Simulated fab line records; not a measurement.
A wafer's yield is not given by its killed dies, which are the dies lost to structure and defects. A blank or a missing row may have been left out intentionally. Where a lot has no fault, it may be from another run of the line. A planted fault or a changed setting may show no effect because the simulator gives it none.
fab line records | flow sky130
[record] lots = 6 | wafers = 18 | lastDay = 49
route steps=708 shown METAL4@621 PAD_OPEN@708
lots untouched by any fault: they come from a run of this same line in which no faults occurred
startH: hours from the record's first day to the start of the lot's first wafer shown | waitH: hours from the lot's prior step to this one | " repeats the value in the row above | L1.1+2: one row covering several wafers at once | - no value present, or no start provided | * or withheld: withheld | < > ~ a bound
route shown NAME@n: names a module that has steps shown in the file, with the first one's number in the route | usual: mean and standard deviation over wafers with no fault | same: alike in all rows | chamber/n: place in a boat | sites: per-site readings | _std_site: their standard deviation | _edge_site: outer sites' mean less inner sites' | radiusMm: for every site, how far away it sits from the centre of the wafer | mask NAME#n: copy n | behind: the tool/chamber that last shaped the wafer | hold: why the lot went on hold/how many hours it stayed there/how the hold came to an end | device: transistor that didn't switch, given as n, p or np | end of line: the tests these same wafers got at the end of their route | a step without rows: its recipe alone | killed: dies that structure and defects cost at the first sort, which is not the same as the wafer's yield | map: per-die view of a wafer (x killed, . not killed, _ where there is no die)
set.NAME: the run value of the setting; set.NAME@STEP: its run value at that earlier step | model.NAME: the simulator's own value behind a step, which no gauge read
lots at some steps of the route; a table a step, a row a wafer
services: a tool's chamber out of use, with start hour (startH, from the record's first day; less than 0 if before it), hours out, and reason
[[steps]]
[step SKY_METAL4_DEHYDRATE_05]
[recipe] tempC = 200 | timeS = 60
[step SKY_METAL4_HMDS_06]
[recipe] primeTimeS = 60 | primeTempC = 120
[step SKY_METAL4_COAT_07]
[recipe] resist = BARC | tempC = withheld | timeS = withheld | spinRpm = 3000 | resistThkNm = 60
[step SKY_METAL4_COAT_08]
[recipe] resist = KrF-thick | spinRpm = 3000 | resistThkNm = 1140
[step SKY_METAL4_SOFTBAKE_09]
[recipe] tempC = 100 | timeS = 90 | resist = KrF-thick
[step SKY_METAL4_EXPOSE_10]
[recipe] maskId = MM4 | na = 0.68 | sourceShape = annular | sigmaInner = 0.4 | sigmaOuter = 0.8 | targetCdNm = 300 | doseMj = 28
[step SKY_METAL4_PEB_11]
[recipe] pebTempC = withheld | pebTimeS = withheld | resist = KrF-thick
[step SKY_METAL4_DEVELOP_12]
[recipe] developTimeS = 60 | resist = KrF-thick | devTempC = 21
[step SKY_METAL4_CD_MEAS_13]
[recipe] targetCdNm = 300
[usual] cdNm = 300.1/1.5
lot.wafer | tool     | chamber | startH  | waitH | cdNm
L287.2    | cdSem-01 | -       | 980.29  | -     | 299.1
L287.4    | "        | -       | "       | "     | 297.4
L287.6    | "        | -       | "       | "     | 299.6
L292.1    | cdSem-02 | -       | 1028.82 | -     | 298.4
L292.2    | "        | -       | "       | "     | 299.5
L292.6    | "        | -       | "       | "     | 298.4
L296.3    | cdSem-01 | -       | 1057.07 | -     | 299.2
L296.5    | "        | -       | "       | "     | 301.9
L296.6    | "        | -       | "       | "     | 300.4
L297.4    | cdSem-02 | -       | 1059.78 | -     | 297.8
L297.5    | "        | -       | "       | "     | 296.7
L297.6    | "        | -       | "       | "     | 297.2
L298.1    | cdSem-01 | -       | 1068.42 | -     | 299.8
L298.3    | "        | -       | "       | "     | 299.4
L298.5    | "        | -       | "       | "     | 299.7
L302.2    | cdSem-01 | -       | 1087.25 | -     | 299.8
L302.3    | "        | -       | "       | "     | 300.1
L302.5    | "        | -       | "       | "     | 300.0
[step SKY_METAL4_OVL_MEAS_14]
[usual] METAL4_OVL = -4/4.2
lot.wafer | tool       | chamber | startH  | waitH | METAL4_OVL[nm]
L287.2    | overlay-02 | -       | 980.40  | 0.1   | -5
L287.4    | "          | -       | "       | "     | -8
L287.6    | "          | -       | "       | "     | -6
L292.1    | overlay-02 | -       | 1028.94 | 0.1   | -3
L292.2    | "          | -       | "       | "     | -2
L292.6    | "          | -       | "       | "     | -1
L296.3    | overlay-01 | -       | 1057.16 | 0.1   | 7
L296.5    | "          | -       | "       | "     | 3
L296.6    | "          | -       | "       | "     | 6
L297.4    | overlay-01 | -       | 1059.86 | 0.1   | 0
L297.5    | "          | -       | "       | "     | -10
L297.6    | "          | -       | "       | "     | -7
L298.1    | overlay-01 | -       | 1068.54 | 0.1   | -3
L298.3    | "          | -       | "       | "     | 1
L298.5    | "          | -       | "       | "     | -4
L302.2    | overlay-02 | -       | 1087.36 | 0.1   | -7
L302.3    | "          | -       | "       | "     | -4
L302.5    | "          | -       | "       | "     | -8
[step SKY_METAL4_DESCUM_15]
[recipe] chemistry = O2 | sourcePowerW = 150 | biasPowerW = 0 | pressureMtorr = 10 | tempC = 40 | timeS = 8
[usual] drypumpMotorCurrentA = 5.8/0.38 | oesProductAu = 1.005/0.012
lot.wafer | tool        | chamber | startH  | waitH | drypumpMotorCurrentA | oesProductAu | rfHoursCounterH
L287.2    | rieMetal-03 | 0       | 980.43  | 0.0   | 5.5                  | 1.008        | 9
L287.4    | "           | 0       | "       | "     | 5.5                  | 1.008        | -
L287.6    | "           | 1       | "       | "     | 5.6                  | 1.000        | -
L292.1    | rieMetal-04 | 0       | 1028.98 | 0.0   | 6.2                  | 1.030        | 11
L292.2    | "           | 1       | "       | "     | 6.0                  | 1.011        | 16
L292.6    | "           | 1       | "       | "     | 6.0                  | 1.017        | -
L296.3    | rieMetal-01 | 0       | 1057.20 | 0.0   | 6.3                  | 0.991        | -
L296.5    | "           | 1       | "       | "     | 5.0                  | 0.980        | -
L296.6    | "           | 0       | "       | "     | 6.3                  | 0.998        | -
L297.4    | rieMetal-01 | 1       | 1059.89 | 0.0   | 5.0                  | 0.978        | -
L297.5    | "           | 0       | "       | "     | 6.3                  | 0.990        | -
L297.6    | "           | 1       | "       | "     | 5.0                  | 0.981        | -
L298.1    | rieMetal-04 | 1       | 1068.58 | 0.0   | 5.9                  | 1.008        | 19
L298.3    | "           | 0       | "       | "     | 6.2                  | 1.035        | -
L298.5    | "           | 1       | "       | "     | 5.9                  | 1.010        | -
L302.2    | rieMetal-04 | 1       | 1087.39 | 0.0   | 5.9                  | 1.007        | 20
L302.3    | "           | 0       | "       | "     | 6.2                  | 1.020        | -
L302.5    | "           | 0       | "       | "     | 6.2                  | 1.014        | -
[step SKY_METAL4_ETCH_16]
[recipe] chemistry = N2/H2 | target = BARC | ionEnergyEv = 200 | biasW = 100 | pressureMtorr = 30 | n2FlowSccm = 100 | h2FlowSccm = 200 | icpW = 500 | stopOn = SiO2 | timeS = 88.2 | targetDepthA = 600
[usual] biasW = 99.97/0.29 | drypumpMotorCurrentA = 5.8/0.38 | oesProductAu = 0.625/0.0043 | throttleValvePct = 13.206/0.0089
lot.wafer | tool        | chamber | startH  | waitH | biasW  | drypumpMotorCurrentA | oesProductAu | rfHoursCounterH | throttleValvePct
L287.2    | rieMetal-03 | 0       | 980.46  | 0.0   | 100.51 | 5.5                  | 0.632        | 9               | 13.188
L287.4    | "           | 0       | "       | "     | 99.69  | 5.5                  | 0.618        | -               | 13.217
L287.6    | "           | 1       | "       | "     | 100.36 | 5.6                  | 0.628        | -               | 13.217
L292.1    | rieMetal-04 | 0       | 1029.01 | 0.0   | 99.76  | 6.2                  | 0.628        | 11              | 13.194
L292.2    | "           | 1       | "       | "     | 99.48  | 6.0                  | 0.617        | 16              | 13.226
L292.6    | "           | 1       | "       | "     | 99.56  | 6.0                  | 0.620        | -               | 13.220
L296.3    | rieMetal-01 | 0       | 1057.25 | 0.0   | 99.80  | 6.3                  | 0.628        | -               | 13.220
L296.5    | "           | 1       | "       | "     | 99.83  | 5.0                  | 0.634        | -               | 13.199
L296.6    | "           | 0       | "       | "     | 99.85  | 6.4                  | 0.629        | -               | 13.205
L297.4    | rieMetal-01 | 1       | 1059.95 | 0.0   | 100.29 | 5.0                  | 0.627        | -               | 13.212
L297.5    | "           | 0       | "       | "     | 100.39 | 6.4                  | 0.622        | -               | 13.208
L297.6    | "           | 1       | "       | "     | 100.85 | 5.0                  | 0.627        | -               | 13.193
L298.1    | rieMetal-04 | 1       | 1068.61 | 0.0   | 100.24 | 6.0                  | 0.630        | 19              | 13.209
L298.3    | "           | 0       | "       | "     | 99.63  | 6.2                  | 0.625        | -               | 13.212
L298.5    | "           | 1       | "       | "     | 100.09 | 6.0                  | 0.619        | -               | 13.198
L302.2    | rieMetal-04 | 1       | 1087.42 | 0.0   | 100.05 | 5.9                  | 0.634        | 20              | 13.203
L302.3    | "           | 0       | "       | "     | 100.02 | 6.2                  | 0.623        | -               | 13.199
L302.5    | "           | 0       | "       | "     | 99.82  | 6.2                  | 0.632        | -               | 13.204
[step SKY_METAL4_ETCH_17]
[recipe] target = SiO2 | stopOn = TiN | chemistry = C4F8/O2/Ar | sourceW = 1500 | biasW = 1200 | pressureMtorr = 40 | c4f8FlowSccm = withheld | O2_flow_sccm = 6 | Ar_flow_sccm = 300 | timeS = 3.9 | targetDepthA = 150
[usual] biasW = 1201/4.1 | oesProductAu = 0.752/0.0078
lot.wafer | tool       | chamber | startH  | waitH | biasW | oesProductAu | rfHoursCounterH
L287.2    | rieDiel-01 | 1       | 980.56  | 0.1   | 1200  | 0.768        | 18
L287.4    | "          | 2       | "       | "     | 1202  | 0.754        | 14
L287.6    | "          | 3       | "       | "     | 1204  | 0.753        | -
L292.1    | rieDiel-02 | 2       | 1029.11 | 0.1   | 1202  | 0.739        | 9
L292.2    | "          | 0       | "       | "     | 1195  | 0.742        | 6
L292.6    | "          | 0       | "       | "     | 1200  | 0.752        | -
L296.3    | rieDiel-02 | 1       | 1057.32 | 0.0   | 1288  | 0.744        | 14
L296.5    | "          | 2       | "       | "     | 1286  | 0.747        | -
L296.6    | "          | 1       | "       | "     | 1285  | 0.739        | -
L297.4    | rieDiel-02 | 0       | 1060.01 | 0.0   | 1284  | 0.775        | 7
L297.5    | "          | 2       | "       | "     | 1283  | 0.764        | -
L297.6    | "          | 3       | "       | "     | 1282  | 0.755        | -
L298.1    | rieDiel-03 | 2       | 1068.71 | 0.1   | 1201  | 0.753        | 7
L298.3    | "          | 1       | "       | "     | 1197  | 0.751        | 8
L298.5    | "          | 0       | "       | "     | 1200  | 0.754        | -
L302.2    | rieDiel-03 | 1       | 1087.52 | 0.1   | 1191  | 0.755        | 9
L302.3    | "          | 3       | "       | "     | 1200  | 0.740        | 9
L302.5    | "          | 3       | "       | "     | 1206  | 0.750        | -
[step SKY_METAL4_METAL_ETCH_18]
[recipe] targetDepthA = 8450 | stopOn = SiO2 | overEtchFrac = 0.3 | timeS = 183.1 | chemistry = Cl2/BCl3 | resistSidewallDeg = 88 | pressureMtorr = 10 | icpW = 900 | biasW = 48.5 | Cl2_flow_sccm = 60 | bcl3FlowSccm = 30
[usual] biasW = 48.53/0.15 | drypumpMotorCurrentA = 5.8/0.46 | oesProductAu = 0.863/0.0057 | throttleValvePct = 22.264/0.0086
lot.wafer | tool        | chamber | startH  | waitH | biasW | drypumpMotorCurrentA | oesProductAu | rfHoursCounterH | throttleValvePct
L287.2    | rieMetal-04 | 1       | 980.58  | 0.0   | 48.66 | 6.0                  | 0.861        | 14              | 22.274
L287.4    | "           | 1       | "       | "     | 48.60 | 6.0                  | 0.877        | -               | 22.276
L287.6    | "           | 1       | "       | "     | 48.55 | 5.9                  | 0.866        | -               | 22.273
L292.1    | rieMetal-03 | 1       | 1029.13 | 0.0   | 48.38 | 5.6                  | 0.861        | 18              | 22.263
L292.2    | "           | 0       | "       | "     | 48.76 | 5.5                  | 0.857        | 11              | 22.260
L292.6    | "           | 0       | "       | "     | 48.75 | 5.5                  | 0.859        | -               | 22.274
L296.3    | rieMetal-04 | 1       | 1057.40 | 0.1   | 48.50 | 6.0                  | 0.868        | -               | 22.259
L296.5    | "           | 0       | "       | "     | 48.74 | 6.2                  | 0.865        | -               | 22.262
L296.6    | "           | 1       | "       | "     | 48.48 | 6.0                  | 0.861        | -               | 22.266
L297.4    | rieMetal-04 | 1       | 1060.09 | 0.1   | 48.45 | 5.9                  | 0.860        | -               | 22.265
L297.5    | "           | 1       | "       | "     | 48.48 | 5.9                  | 0.869        | -               | 22.261
L297.6    | "           | 0       | "       | "     | 48.63 | 6.2                  | 0.860        | -               | 22.276
L298.1    | rieMetal-03 | 0       | 1068.73 | 0.0   | 48.28 | 5.5                  | 0.859        | 14              | 22.260
L298.3    | "           | 1       | "       | "     | 48.60 | 5.6                  | 0.865        | -               | 22.253
L298.5    | "           | 1       | "       | "     | 48.47 | 5.6                  | 0.861        | -               | 22.260
L302.2    | rieMetal-03 | 0       | 1087.54 | 0.0   | 48.70 | 5.5                  | 0.859        | 15              | 22.258
L302.3    | "           | 1       | "       | "     | 48.59 | 5.6                  | 0.855        | -               | 22.270
L302.5    | "           | 0       | "       | "     | 48.52 | 5.5                  | 0.865        | -               | 22.267
[step SKY_PAD_OPEN_PROBE_99]
[usual] defectLimitedYield = 82.2/1.8 | killed_at_M0_to_M3 = 43/6.6 | killed_at_M4_up = 3.2/1.9 | killedAtContacts = 25/5.3 | killedAtFrontEnd = 16/4.5 | killedAtOther = 0.3/0.63 | killedDies = 87/8.9 | killedOpen = 48/7.9 | killedShort = 39/5.3 | sort_bin_3_pad_short = 0.8/0.38 | sort_bin_5_function = 10.5/1.5 | sort_bin_6_memory = 6.4/1.2 | sortNPass = 405/8.9 | sortYieldPct = 82.2/1.8
[same] grossDies = 492 | killedAtBackSide = 0 | sort_bin_4_leakage[%] = 0 | sort_bin_8_speed[%] = 0
lot.wafer | tool      | chamber | startH  | waitH | defectLimitedYield[%] | killed_at_M0_to_M3 | killed_at_M4_up | killedAtContacts | killedAtFrontEnd | killedAtOther | killedDies | killedOpen | killedShort | sort_bin_3_pad_short[%] | sort_bin_5_function[%] | sort_bin_6_memory[%] | sortNPass | sortYieldPct[%]
L287.2    | prober-02 | -       | 1077.09 | 0.1   | 82.1                  | 43                 | 3               | 27               | 12               | 3             | 88         | 49         | 36          | 1.2                     | 10.8                   | 5.9                  | 404       | 82.1
L287.4    | prober-02 | -       | 1077.19 | 0.2   | 81.7                  | 40                 | 4               | 23               | 23               | 0             | 90         | 50         | 39          | 0.6                     | 10.8                   | 6.9                  | 402       | 81.7
L287.6    | prober-02 | -       | 1077.29 | 0.2   | 83.1                  | 29                 | 3               | 28               | 22               | 1             | 83         | 45         | 36          | 0.4                     | 10.4                   | 6.1                  | 409       | 83.1
L292.1    | prober-01 | -       | 1117.74 | 0.1   | 81.3                  | 47                 | 4               | 31               | 10               | 0             | 92         | 58         | 33          | 0.6                     | 12.0                   | 6.1                  | 400       | 81.3
L292.2    | prober-01 | -       | 1117.79 | 0.1   | 81.5                  | 50                 | 2               | 20               | 19               | 0             | 91         | 54         | 37          | 0.8                     | 10.4                   | 7.3                  | 401       | 81.5
L292.6    | prober-01 | -       | 1117.99 | 0.2   | 83.3                  | 46                 | 1               | 26               | 8                | 1             | 82         | 46         | 35          | 1.2                     | 9.3                    | 6.1                  | 410       | 83.3
L296.3    | prober-01 | -       | 1143.10 | 0.2   | 82.3                  | 45                 | 3               | 25               | 14               | 0             | 87         | 46         | 41          | 0.8                     | 12.2                   | 4.7                  | 405       | 82.3
L296.5    | prober-01 | -       | 1143.20 | 0.2   | 83.1                  | 38                 | 4               | 29               | 12               | 0             | 83         | 46         | 37          | 0.6                     | 9.8                    | 6.5                  | 409       | 83.1
L296.6    | prober-01 | -       | 1143.25 | 0.2   | 83.9                  | 40                 | 5               | 17               | 17               | 0             | 79         | 35         | 44          | 1.4                     | 10.6                   | 4.1                  | 413       | 83.9
L297.4    | prober-02 | -       | 1148.40 | 0.2   | 81.9                  | 46                 | 5               | 23               | 15               | 0             | 89         | 59         | 30          | 1.4                     | 9.8                    | 6.9                  | 403       | 81.9
L297.5    | prober-02 | -       | 1148.45 | 0.2   | 83.3                  | 48                 | 2               | 20               | 12               | 0             | 82         | 41         | 41          | 1.4                     | 9.3                    | 5.9                  | 410       | 83.3
L297.6    | prober-02 | -       | 1148.50 | 0.2   | 82.5                  | 40                 | 1               | 24               | 21               | 0             | 86         | 43         | 43          | 1.4                     | 9.8                    | 6.3                  | 406       | 82.5
L298.1    | prober-02 | -       | 1154.10 | 0.1   | 83.9                  | 41                 | 5               | 16               | 17               | 0             | 79         | 42         | 37          | 1.2                     | 7.9                    | 6.9                  | 413       | 83.9
L298.3    | prober-02 | -       | 1154.20 | 0.2   | 82.3                  | 53                 | 0               | 19               | 14               | 1             | 87         | 47         | 39          | 1.2                     | 9.8                    | 6.7                  | 405       | 82.3
L298.5    | prober-02 | -       | 1154.30 | 0.2   | 84.3                  | 42                 | 2               | 16               | 17               | 0             | 77         | 42         | 34          | 1.0                     | 9.8                    | 4.9                  | 415       | 84.3
L302.2    | prober-01 | -       | 1172.05 | 0.1   | 81.3                  | 50                 | 2               | 26               | 14               | 0             | 92         | 54         | 38          | 0.8                     | 11.8                   | 6.1                  | 400       | 81.3
L302.3    | prober-01 | -       | 1172.10 | 0.2   | 79.5                  | 46                 | 3               | 31               | 20               | 1             | 101        | 61         | 40          | 0.8                     | 12.8                   | 6.9                  | 391       | 79.5
L302.5    | prober-01 | -       | 1172.20 | 0.2   | 79.9                  | 44                 | 5               | 32               | 18               | 0             | 99         | 53         | 46          | 0.6                     | 12.2                   | 7.3                  | 393       | 79.9
// killed by level:class
L287.2 CONTACT:geometricParticle:open=11 LI_CONTACT:geometricParticle:open=9 VIA1:geometricParticle:open=9 METAL2:geometricParticle:short=7 METAL1:geometricParticle:short=6 VIA3:geometricParticle:open=6 LOCAL_INTERCONNECT:geometricParticle:short=5 FIELD_ISO:geometricParticle:short=3
L287.4 VIA1:geometricParticle:open=11 METAL1:geometricParticle:short=9 FIELD_ISO:geometricParticle:open=7 CONTACT:geometricParticle:open=7 LI_CONTACT:geometricParticle:open=6 FIELD_ISO:geometricParticle:short=5 POLY_GATE:geometricParticle:open=5 VIA3:geometricParticle:open=5
L287.6 POLY_GATE:geometricParticle:open=10 LI_CONTACT:geometricParticle:open=8 CONTACT:geometricParticle:open=7 LOCAL_INTERCONNECT:geometricParticle:short=6 VIA1:geometricParticle:open=6 VIA3:geometricParticle:open=5 POLY_GATE:geometricParticle:short=4 METAL2:geometricParticle:short=4
L292.1 CONTACT:geometricParticle:open=12 VIA1:geometricParticle:open=12 VIA3:geometricParticle:open=9 CONTACT:geometricParticle:short=6 LI_CONTACT:geometricParticle:open=6 VIA2:geometricParticle:open=6 METAL2:geometricParticle:short=4 LI_CONTACT:geometricParticle:short=4
L292.2 LI_CONTACT:geometricParticle:open=10 CONTACT:geometricParticle:open=9 VIA2:geometricParticle:open=9 VIA1:geometricParticle:open=8 VIA2:geometricParticle:short=7 VIA3:geometricParticle:open=7 FIELD_ISO:geometricParticle:open=6 METAL2:geometricParticle:short=6
L292.6 VIA1:geometricParticle:open=14 LI_CONTACT:geometricParticle:open=9 CONTACT:geometricParticle:open=6 LOCAL_INTERCONNECT:geometricParticle:short=5 METAL2:geometricParticle:short=5 METAL3:geometricParticle:short=5 VIA3:geometricParticle:short=4 VIA2:geometricParticle:open=4
L296.3 CONTACT:geometricParticle:open=9 LI_CONTACT:geometricParticle:open=8 VIA1:geometricParticle:open=6 METAL3:geometricParticle:short=6 VIA2:geometricParticle:open=6 METAL2:geometricParticle:short=5 LOCAL_INTERCONNECT:geometricParticle:short=4 POLY_GATE:geometricParticle:open=4
L296.5 CONTACT:geometricParticle:open=11 METAL2:geometricParticle:short=9 VIA2:geometricParticle:open=9 LI_CONTACT:geometricParticle:open=7 VIA1:geometricParticle:open=6 VIA3:geometricParticle:open=5 FIELD_ISO:geometricParticle:short=4 METAL4:geometricParticle:short=4
L296.6 METAL2:geometricParticle:short=8 CONTACT:geometricParticle:open=6 VIA2:geometricParticle:open=6 VIA1:geometricParticle:short=5 FIELD_ISO:geometricParticle:open=5 POLY_GATE:geometricParticle:short=5 LOCAL_INTERCONNECT:geometricParticle:short=5 METAL1:geometricParticle:short=5
L297.4 VIA1:geometricParticle:open=15 CONTACT:geometricParticle:open=10 VIA2:geometricParticle:open=8 VIA3:geometricParticle:open=7 CONTACT:geometricParticle:short=6 FIELD_ISO:geometricParticle:open=5 FIELD_ISO:geometricParticle:short=4 METAL3:geometricParticle:open=4
L297.5 VIA1:geometricParticle:open=13 VIA1:geometricParticle:short=8 CONTACT:geometricParticle:open=7 VIA2:geometricParticle:open=5 FIELD_ISO:geometricParticle:short=4 LI_CONTACT:geometricParticle:open=4 LOCAL_INTERCONNECT:geometricParticle:short=4 METAL1:geometricParticle:short=4
L297.6 VIA1:geometricParticle:open=13 CONTACT:geometricParticle:open=8 VIA1:geometricParticle:short=7 FIELD_ISO:geometricParticle:short=6 CONTACT:geometricParticle:short=6 SPACER:geometricParticle:open=5 METAL3:geometricParticle:short=5 LI_CONTACT:geometricParticle:open=4
L298.1 VIA1:geometricParticle:open=14 FIELD_ISO:geometricParticle:open=6 CONTACT:geometricParticle:open=6 VIA3:geometricParticle:open=6 VIA2:geometricParticle:short=6 METAL4:geometricParticle:short=5 METAL2:geometricParticle:short=5 METAL1:geometricParticle:short=4
L298.3 VIA3:geometricParticle:open=13 CONTACT:geometricParticle:open=8 METAL2:geometricParticle:short=8 VIA1:geometricParticle:open=7 LI_CONTACT:geometricParticle:open=6 VIA3:geometricParticle:short=6 METAL1:geometricParticle:short=5 FIELD_ISO:geometricParticle:open=4
L298.5 VIA1:geometricParticle:open=12 METAL1:geometricParticle:short=7 LI_CONTACT:geometricParticle:open=5 CONTACT:geometricParticle:open=5 VIA2:geometricParticle:open=5 VIA3:geometricParticle:open=5 POLY_GATE:geometricParticle:short=4 METAL2:geometricParticle:short=3
L302.2 CONTACT:geometricParticle:open=14 METAL1:geometricParticle:short=9 VIA1:geometricParticle:open=8 LI_CONTACT:geometricParticle:open=7 VIA3:geometricParticle:open=7 FIELD_ISO:geometricParticle:open=6 VIA2:geometricParticle:open=6 VIA1:geometricParticle:short=5
L302.3 CONTACT:geometricParticle:open=13 VIA1:geometricParticle:open=12 VIA3:geometricParticle:open=8 FIELD_ISO:geometricParticle:open=6 POLY_GATE:geometricParticle:open=6 CONTACT:geometricParticle:short=6 LI_CONTACT:geometricParticle:open=5 METAL1:geometricParticle:short=5
L302.5 VIA1:geometricParticle:open=11 CONTACT:geometricParticle:short=11 VIA3:geometricParticle:open=9 CONTACT:geometricParticle:open=8 VIA1:geometricParticle:short=7 LI_CONTACT:geometricParticle:open=6 FIELD_ISO:geometricParticle:open=5 POLY_GATE:geometricParticle:open=5
[[services]]
tool        | chamber | startH  | hours | kind
rieDiel-03  | -       | 964.78  | 6.4   | repair
rieDiel-02  | 0       | 1003.12 | 4.2   | repair
rieDiel-01  | 1       | 1006.71 | 16.7  | repair
rieDiel-02  | 1       | 1026.52 | 6.1   | repair
rieDiel-01  | -       | 1030.96 | 0.5   | repair
rieDiel-03  | -       | 1040.27 | 28.1  | pm
rieDiel-03  | -       | 1071.06 | 0.5   | repair
rieMetal-01 | -       | 1081.80 | 28.1  | pm
[[key]]
[firstSign] step = SKY_METAL4_ETCH_17 | reading = biasW | direction = up | sigmas = 20 | usual = 1201 | struck = 1285
effect none on later readings
metAt SKY_METAL4_ETCH_17
struckWafers L296.3,L296.5,L296.6,L297.4,L297.5,L297.6
onsetBetween 1029.11 1057.32
[fault] kind = processParameterDrift | tool = rieDiel-02 | chamber = - | onsetH = 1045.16 | steps = SKY_METAL4_ETCH_17 | channel = biasW | offset = 84.588 | shape = step | endH = 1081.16 | actsIn = theseRecipesOnly | stated = 1200
